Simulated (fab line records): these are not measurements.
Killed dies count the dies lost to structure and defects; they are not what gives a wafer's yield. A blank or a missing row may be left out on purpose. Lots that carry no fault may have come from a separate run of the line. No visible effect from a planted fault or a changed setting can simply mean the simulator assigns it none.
Which tool did it? -- flow gf180mcu -- 21 wafers from 7 lots sampled at 2 of the route's 602 steps

WHAT EACH GAUGE READ, for each wafer
GF_PSD_OVL_MEAS_08.
lot,measured,on,PSD_OVL (nm)
L576,day 14 16:15,overlay-02,1.3 1.0 0.4
L578,day 15 11:42,overlay-02,-0.4 -1.3 -1.6
L581,day 16 15:07,overlay-01,1.6 -0.4 -0.5
L590,day 20 02:19,overlay-01,0.6 1.9 -0.4
L593,day 20 20:15,overlay-01,1.5 2.5 0.1
L595,day 21 09:54,overlay-01,3.1 1.8 1.7
L597,day 22 04:58,overlay-01,-1.1 0.2 -0.2

WHAT TOOL EACH LOT RAN ON (gives the tool, then ch and the chambers of the sampled wafers, and finally the start)
lot,GF_HV_LDD_STRIP_37
L576,"plasma asher-02 ch 0,1, day 12 00:55"
L578,"plasma asher-01 ch 0,1, day 12 18:45"
L581,"plasma asher-01 ch 1, day 13 18:52"
L590,"plasma asher-01 ch 0,1, day 17 00:03"
L593,"plasma asher-04 ch 0,1, day 17 17:31"
L595,"plasma asher-01 ch 0,1, day 18 06:24"
L597,"plasma asher-04 ch 0,1, day 19 01:08"
- GF_HV_LDD_STRIP_37: strips in O2/N2.

THE ANSWER, worked out from the rows above alone
Rule: the usual values come from the lots themselves. Put in order of their means at a reading, lots are off if they are a third of the lots or fewer, leave a main group of 4 or more, and stand apart from it by a gap of 3 or more times the standard deviation of the main group's means; of several such gaps the widest counts. If all means in a main group match to the digits the tables above print for the reading, that group is not used. A lot without any number at a reading at which 4 lots or more have one is off too. All remaining lots with rows at the step are treated as sound.
None of the lots is off at any reading shown; this tells nothing.

WHAT THE SIMULATOR HAD INSERTED
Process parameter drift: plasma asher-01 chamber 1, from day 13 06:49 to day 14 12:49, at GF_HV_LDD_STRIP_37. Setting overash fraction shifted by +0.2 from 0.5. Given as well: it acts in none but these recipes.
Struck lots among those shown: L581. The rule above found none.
